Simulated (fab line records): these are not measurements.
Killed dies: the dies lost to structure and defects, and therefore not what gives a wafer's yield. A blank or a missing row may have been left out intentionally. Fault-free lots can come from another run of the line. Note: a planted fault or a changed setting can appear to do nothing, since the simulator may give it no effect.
Comparing a struck lot with a sound one | flow sky130 | 16 steps out of a route of 708
Sound: wafers L988.2, L988.4, L988.6. The struck wafers were L993.1, L993.2, L993.5. Last of all comes the cause.
Per side, at each step with rows, come the tool, then ch with its chambers, and then its first start. Under that, the readings that differ: sound wafers | struck wafers | difference of the means | sigmas: that difference in standard deviations of wafers without a fault.
alike: words and numbers the same on both sides, and readings whose means are apart by under 2 such deviations; not compared: readings that were withheld, readings missing a value for some wafer, numbers with overlapping values and no deviation given by the record, and bounds like >300 which may hide the same value.
A row with sigmas, a row that says differs or no value, or rows on one side alone: a step with any of these is where the two part. Numbers that don't overlap but have no deviation are shown without sigmas and don't part them. Lack of a reading on every wafer of one side parts them only where that side has two or more wafers.

first, 2 steps without rows for these wafers: SKY_VT_ADJUST_PCH_PEB_05; SKY_VT_ADJUST_PCH_DEVELOP_06 (develop time 60 s).
SKY_VT_ADJUST_PCH_OVL_MEAS_07:
  struck on overlay-01, day 15 09:03; sound on overlay-01, day 13 14:58
  alike: VT_ADJUST_PCH_OVL
following that, these wafers have no rows for 1 step: SKY_VT_ADJUST_PCH_IMPLANT_08.
SKY_VT_ADJUST_PCH_STRIP_09: strips in O2/N2.
  sound on plasma-asher-03 ch 0,1, day 13 15:08; struck on plasma-asher-02 ch 0,1, day 15 09:16
  alike: drypump-motor-current-A, o2-flow-sccm, oes-product-au, strip-time-to-endpoint-s
  not compared: rf-hours-counter-h
SKY_VT_ADJUST_PCH_TW_MEAS_10:
  struck on film-metro-04, day 15 09:22; sound on film-metro-04, day 13 15:15
  alike: VT_ADJUST_PCH_TW
then, 6 steps without rows for these wafers: SKY_SONOS_TUNNEL_DEHYDRATE_00 (time 60 s); SKY_SONOS_TUNNEL_HMDS_01 (prime time 60 s); SKY_SONOS_TUNNEL_COAT_02 (resist thk 1140 nm); SKY_SONOS_TUNNEL_SOFTBAKE_03 (time 60 s); SKY_SONOS_TUNNEL_EXPOSE_04 (exposes mask TUNM, target cd 410 nm); SKY_SONOS_TUNNEL_PEB_05.
SKY_SONOS_TUNNEL_DEVELOP_06: develop time 60 s.
  sound on litho-track-01 ch 0, day 14 16:31; struck on litho-track-01 ch 0, day 16 12:32
  reading              | sound             | struck            | difference | sigmas
  developer-temp-C (C) | 22.88 22.90 22.79 | 20.72 20.66 20.73 | -2.15      | -20
SKY_SONOS_TUNNEL_CD_MEAS_07 targets a cd of 410 nm.
  struck on cd-sem-02, day 16 12:41; sound on cd-sem-02, day 14 16:39
  reading    | sound             | struck            | difference | sigmas
  cd-nm (nm) | 409.5 410.6 408.9 | 417.5 416.1 416.6 | +7.1       | +3
SKY_SONOS_TUNNEL_OVL_MEAS_08:
  struck on overlay-01, day 16 12:48; sound on overlay-01, day 14 16:46
  alike: SONOS_TUNNEL_OVL
-- record jumps: 33 days separate the struck wafers' starts on either side; left off in module SONOS_TUNNEL, taken up again in module PAD_OPEN, whose first shown step is the route's number 708 --
SKY_PAD_OPEN_PROBE_99:
  struck on prober-02, day 49 16:09; sound on prober-02, day 48 13:10
  alike: killed_at_M0_to_M3, killed_at_M4_up, killed-at-contacts, killed-at-front-end, killed-at-other, killed-dies, killed-open, killed-short

## WHERE THEY PART
First at SKY_SONOS_TUNNEL_DEVELOP_06; last, within this record, at SKY_SONOS_TUNNEL_CD_MEAS_07. Later steps at which nothing parts them and some readings are alike: SKY_SONOS_TUNNEL_OVL_MEAS_08, SKY_PAD_OPEN_PROBE_99.

WHY: what the simulator had put in
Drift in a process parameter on litho-track-01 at SKY_SONOS_TUNNEL_DEVELOP_06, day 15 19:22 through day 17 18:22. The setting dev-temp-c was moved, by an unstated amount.
